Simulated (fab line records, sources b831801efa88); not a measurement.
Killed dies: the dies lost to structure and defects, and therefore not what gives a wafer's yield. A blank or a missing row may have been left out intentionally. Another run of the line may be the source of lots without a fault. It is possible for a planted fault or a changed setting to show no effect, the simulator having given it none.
A lot that was struck, set against a sound lot | flow sky130 | 22 steps out of a route of 708
Sound: wafers L601.2, L601.4, L601.5. Wafers struck: L610.2, L610.4, L610.6. The cause is given at the end.
Per side, at each step with rows, come the tool, then ch with its chambers, and then its first start. Under that, the readings that differ: sound wafers | struck wafers | difference of the means | sigmas: that difference in standard deviations of wafers without a fault.
alike: readings whose means differ by less than 2 such deviations, and words and numbers that are the same on both sides. not compared: withheld readings, readings that some wafer has no value for, bounds like >300 that may hide the same value, and numbers for which the record gives no deviation and whose values overlap.
The two part at a step that has a row with sigmas, a row that says differs or no value, or rows on one side only. Non-overlapping numbers with no deviation appear without sigmas and do not part them. A reading missing from all wafers of one side parts the sides only when that side holds two or more wafers.

SKY_METAL2_SPUTTER_00: material Ti, target thk 15 nm, time 10 s.
  sound on pvdSputter-01, day 34 05:41; struck on pvdSputter-04, day 37 09:34
  alike: throttleValvePct
then, 1 step without rows for these wafers: SKY_METAL2_SPUTTER_01 (material TiN, target thk 20 nm, time 16.7 s).
SKY_METAL2_SPUTTER_02: material AlCu, target thk 250 nm, time 13.3 s.
  sound on pvdSputter-01, day 34 05:44; struck on pvdSputter-04, day 37 09:37
  alike: throttleValvePct
SKY_METAL2_SPUTTER_03: material Ti, target thk 5 nm, time 3.3 s.
  sound on pvdSputter-01, day 34 05:46; struck on pvdSputter-04, day 37 09:38
  alike: throttleValvePct
SKY_METAL2_SPUTTER_04: material TiN, target thk 70 nm, time 58.3 s.
  sound on pvdSputter-01, day 34 05:47; struck on pvdSputter-04, day 37 09:40
  alike: throttleValvePct
SKY_METAL2_RS_MEAS_05: measurement is done with a four-point probe.
  sound on filmMetro-01, day 34 05:50; struck on filmMetro-03, day 37 09:44
  alike: METAL2_ALCU_RS
SKY_METAL2_THK_MEAS_06: measures by xrf.
  sound on filmMetro-01, day 34 05:57; struck on filmMetro-03, day 37 09:50
reading              | sound       | struck      | difference | sigmas
METAL2_ALCU_THK (nm) | 257 260 258 | 255 251 250 | -6         | -2
then, 5 steps without rows for these wafers: SKY_METAL2_DEHYDRATE_07 (time 60 s); SKY_METAL2_HMDS_08 (prime time 60 s); SKY_METAL2_COAT_09 (resist thk 60 nm); SKY_METAL2_COAT_10 (resist thk 450 nm); SKY_METAL2_SOFTBAKE_11 (time 90 s).
SKY_METAL2_EXPOSE_12: exposes mask MM2, target cd 140 nm.
  sound on krfScanner-01 ch 0, day 34 20:13; struck on krfScanner-01 ch 0, day 37 22:59
reading           | sound             | struck            | difference | sigmas
exposureDoseMJCm2 | 27.96 27.93 27.95 | 27.31 27.30 27.32 | -0.64      | -2
  alike: mask
then, 2 steps without rows for these wafers: SKY_METAL2_PEB_13; SKY_METAL2_DEVELOP_14 (develop time 60 s).
SKY_METAL2_CD_MEAS_15: target cd 140 nm.
  sound on cdSem-02, day 35 09:20; struck on cdSem-02, day 38 12:25
reading   | sound             | struck            | difference | sigmas
cdNm (nm) | 138.1 137.6 136.9 | 144.8 145.6 145.1 | +7.6       | +5
  not compared: hold
SKY_METAL2_OVL_MEAS_16:
  sound on overlay-01, day 35 09:26; struck on overlay-01, day 38 13:18
reading | sound | struck                                                                  | difference                   | sigmas
hold    | - - - | awaitDispo/0.8h/release awaitDispo/0.8h/release awaitDispo/0.8h/release | no value on the sound wafers | 
  alike: METAL2_OVL
SKY_METAL2_DESCUM_17: chemistry O2, time 8 s.
  sound on rieMetal-04 ch 1, day 35 09:28; struck on rieMetal-04 ch 0,1, day 38 13:20
reading                | sound             | struck            | difference | sigmas
model.METAL2.cdNm (nm) | 137.5 137.2 136.4 | 143.8 145.3 145.1 | +7.7       | 
  alike: drypumpMotorCurrentA, oesProductAu
  not compared: rfHoursCounterH
then, 1 step without rows for these wafers: SKY_METAL2_ETCH_18 (etches BARC in N2/H2, stops on SiO2, time 45.9 s, target depth 60 nm).
SKY_METAL2_METAL_ETCH_19: etches the open film in Cl2/BCl3, stops on SiO2, target depth 360 nm, time 78 s.
  sound on rieMetal-04 ch 1, day 35 09:34; struck on rieMetal-04 ch 0,1, day 38 13:25
reading                | sound           | struck            | difference | sigmas
model.METAL2.cdNm (nm) | 139.9 139 138.6 | 142.7 147.1 147.2 | +6.5       | 
  alike: biasW, drypumpMotorCurrentA, oesProductAu, throttleValvePct
  not compared: rfHoursCounterH
SKY_METAL2_STRIP_20: strips in O2/N2.
  sound on plasmaAsher-01 ch 0,1, day 35 09:39; struck on plasmaAsher-01 ch 0,1, day 38 13:31
  alike: drypumpMotorCurrentA, oesProductAu, stripTimeToEndpointS
  not compared: rfHoursCounterH
-- the record jumps here: 10 days lie between the struck wafers' starts before and after (it left off in module METAL2 and takes up again in module PAD_OPEN, whose first step shown is number 708 of the route) --
SKY_PAD_OPEN_PROBE_99:
  sound on prober-01, day 46 04:44; struck on prober-02, day 48 12:13
  alike: defectLimitedYield, killed_at_M0_to_M3, killed_at_M4_up, killedAtContacts, killedAtFrontEnd, killedAtOther, killedDies, killedOnRim, killedOpen, killedShort, sort_bin_3_pad_short, sort_bin_5_function, sort_bin_6_memory, sortNPass, sortYieldPct

== WHERE THEY PART ==
At SKY_METAL2_THK_MEAS_06 first; at SKY_METAL2_OVL_MEAS_16 last (within this record only). Later steps at which nothing parts them and some readings are alike: SKY_METAL2_DESCUM_17, SKY_METAL2_METAL_ETCH_19, SKY_METAL2_STRIP_20, SKY_PAD_OPEN_PROBE_99.

WHY: whatever the simulator had introduced
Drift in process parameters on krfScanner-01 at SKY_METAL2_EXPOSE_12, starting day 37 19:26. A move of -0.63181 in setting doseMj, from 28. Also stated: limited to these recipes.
